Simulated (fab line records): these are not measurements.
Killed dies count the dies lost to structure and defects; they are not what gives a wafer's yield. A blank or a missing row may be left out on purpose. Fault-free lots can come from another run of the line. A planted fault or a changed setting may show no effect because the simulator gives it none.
Matching of chambers | flow sky130 | SKY_SPACER_ETCHBACK_02 on rie diel-04 has 4 sister chambers
The step etches Si3N4 in CH3F/O2, stops on SiO2, time 46.7 s, target depth 45 nm. 24 wafers are shown with their chamber, then 12 later ones without.

WAFERS WITH THEIR CHAMBER
wafer  | chamber | drypump motor current A (A) | throttle valve pct (%) | oes product au (a.u.)
L076.1 | 0       | 5.6                         | 10.558                 | 0.867
L076.4 | 1       | 5.5                         | 10.562                 | 0.852
L076.6 | 0       | 5.6                         | 10.559                 | 0.843
L079.1 | 2       | 5.6                         | 10.565                 | 0.850
L079.3 | 0       | 5.5                         | 10.573                 | 0.856
L079.5 | 1       | 5.5                         | 10.553                 | 0.847
L080.2 | 1       | 5.5                         | 10.551                 | 0.856
L080.5 | 3       | 6.6                         | 10.568                 | 0.847
L080.6 | 2       | 5.6                         | 10.560                 | 0.859
L082.4 | 2       | 5.6                         | 10.556                 | 0.856
L082.5 | 0       | 5.6                         | 10.561                 | 0.857
L082.6 | 3       | 6.6                         | 10.564                 | 0.851
L084.1 | 2       | 5.6                         | 10.573                 | 0.864
L084.2 | 1       | 5.5                         | 10.578                 | 0.844
L084.6 | 3       | 6.6                         | 10.569                 | 0.850
L087.3 | 2       | 5.6                         | 10.557                 | 0.867
L087.5 | 1       | 5.5                         | 10.561                 | 0.860
L087.6 | 2       | 5.6                         | 10.556                 | 0.853
L088.1 | 3       | 6.7                         | 10.568                 | 0.858
L088.3 | 2       | 5.6                         | 10.569                 | 0.863
L088.4 | 1       | 5.5                         | 10.557                 | 0.865
L089.2 | 2       | 5.6                         | 10.568                 | 0.858
L089.3 | 1       | 5.5                         | 10.562                 | 0.853
L089.6 | 2       | 5.6                         | 10.552                 | 0.858

SIGNATURES, as means of the wafers listed above
reading                 | chamber 0 | chamber 1 | chamber 2 | chamber 3 | scatter within a chamber
drypump motor current A | 5.575     | 5.500     | 5.600     | 6.625     | 0.0274
throttle valve pct      | 10.56275  | 10.56057  | 10.56178  | 10.56725  | 0.00723
oes product au          | 0.85575   | 0.85386   | 0.85867   | 0.85150   | 0.00672
Rule: for each reading, subtract the chamber's mean from the wafer's reading, divide by that reading's scatter and square the result; add these up over the readings and take the root, which gives the wafer's distance from the chamber. If the next closest chamber is less than 2 further off than the closest, the wafer can't be placed; otherwise it belongs to the closest. The scatter: the root of (the sum of the squares of (reading less its chamber's mean) over the shown wafers, divided by (wafers less chambers)).

WAFERS WITHOUT THEIR CHAMBER
wafer  | drypump motor current A (A) | throttle valve pct (%) | oes product au (a.u.)
L090.1 | 5.6                         | 10.544                 | 0.847
L090.2 | 5.5                         | 10.589                 | 0.859
L090.6 | 5.5                         | 10.552                 | 0.860
L093.3 | 6.6                         | 10.575                 | 0.843
L093.4 | 5.6                         | 10.556                 | 0.858
L093.6 | 6.7                         | 10.569                 | 0.851
L094.2 | 5.6                         | 10.567                 | 0.856
L094.3 | 5.5                         | 10.563                 | 0.849
L094.5 | 6.6                         | 10.560                 | 0.860
L097.1 | 6.7                         | 10.583                 | 0.861
L097.2 | 5.6                         | 10.554                 | 0.858
L097.4 | 5.5                         | 10.567                 | 0.867

WHICH CHAMBER EACH WENT THROUGH
wafer  | from the rows above          | in truth
L090.1 | can't be placed: 2 or 0 or 1 | 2
L090.2 | can't be placed: 1 or 0 or 2 | 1
L090.6 | can't be placed: 1 or 0      | 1
L093.3 | 3                            | 3
L093.4 | can't be placed: 2 or 0      | 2
L093.6 | 3                            | 3
L094.2 | can't be placed: 2 or 0      | 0
L094.3 | 1                            | 1
L094.5 | 3                            | 3
L097.1 | 3                            | 3
L097.2 | can't be placed: 2 or 0      | 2
L097.4 | can't be placed: 1 or 0 or 2 | 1
Correctly placed: 5 of 12. Unplaceable from these rows: 7, with the true chamber sitting among the candidates in 7. Placed wrongly: 0.
